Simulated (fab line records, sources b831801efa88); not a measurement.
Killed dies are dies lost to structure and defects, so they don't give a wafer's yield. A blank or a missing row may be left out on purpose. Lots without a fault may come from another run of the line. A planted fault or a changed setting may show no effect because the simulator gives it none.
Problem report in the 8D (eight disciplines) form, filled by code | flow sky130 | the parts of the form that need people (team, actions taken, sign-off) are left out

1. THE PROBLEM
chamber_pressure_mTorr at SKY_METAL4_METAL_ETCH_18 reads a mean of 11.999 mTorr on 6 wafers of 2 lots; wafers without a fault read 10.000 mTorr with a standard deviation of 0.0088. That is +99 or more standard deviations from the usual mean.
The step: etches the open film in Cl2/BCl3, stops on SiO2, target depth 845 nm, time 183.1 s.
First seen on wafer L862.2, day 45 14:49, on rie_metal-04. The record holds 33 wafers of 11 lots with a number at this step. Rule for "out", or "out of limits": more than 4 standard deviations from the usual mean. The other wafers with a number count as sound.

2. WHAT IT IS AND WHAT IT IS NOT
question                    | is                     | is not
which readings at this step | chamber_pressure_mTorr | bcl3_flow_sccm, drypump_motor_current_A, oes_product_au, throttle_valve_pct
which lots                  | L862, L863             | L849, L850, L854, L856, L857, L859, L860, L861, L872
which wafers of those lots  | all that have a number | -
read on which tools         | rie_metal-04           | rie_metal-02, rie_metal-03
when                        | from day 45 14:49      | up to then (24 sound wafers); but 3 sound wafers of L872 came after

3. SUSPECTS, AND WHAT RULES EACH OUT
Counting: a tool at a process step up to the reading stays a suspect if it ran every lot that is out and no sound lot after the first of them.
- cvd_w-02 at SKY_VIA3_CVD_21 (deposits W, target thk 390 nm, time 117.31 s): ruled out as a lasting fault. Sound lots L872 ran on it after its first lot that is out, L862 (day 43 18:08).
- rie_metal-04 at SKY_METAL4_METAL_ETCH_18 (etches the open film in Cl2/BCl3, stops on SiO2, target depth 845 nm, time 183.1 s): kept. It ran every lot that is out, first L862 (day 45 14:49), and no sound lot after that; its last sound lot up to then is L861 (day 45 11:17). Its own readings are out on those wafers: chamber_pressure_mTorr.
Left after counting: rie_metal-04 at SKY_METAL4_METAL_ETCH_18.

4. THE CAUSE (what the simulator had put in)
Process parameter drift: rie_metal-04, from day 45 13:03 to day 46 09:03, at SKY_METAL4_METAL_ETCH_18. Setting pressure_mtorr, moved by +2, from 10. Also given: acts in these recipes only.
Counting left only this tool.

5. THE CHAIN OF EFFECTS, in route order
Each row: a reading whose mean over the struck wafers that have a number lies more than 3 standard deviations from the usual. Only readings for which the record gives a usual standard deviation are gone through. hours: the time from each lot's start at the first step in this table that gives one to its start at this step, as a median over the lots. sigmas: the change in usual standard deviations.
hours | step                     | reading                | usual        | on struck wafers | change | sigmas
0     | SKY_METAL4_METAL_ETCH_18 | chamber_pressure_mTorr | 10.000 mTorr | 11.999           | +1.999 | +99 or more
The process steps in it:
- SKY_METAL4_METAL_ETCH_18: etches the open film in Cl2/BCl3, stops on SiO2, target depth 845 nm, time 183.1 s.

6. WHAT WOULD HAVE CAUGHT IT SOONER
In this record the first reading out of limits was taken at day 45 14:49, 2 hours after the fault began at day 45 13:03.
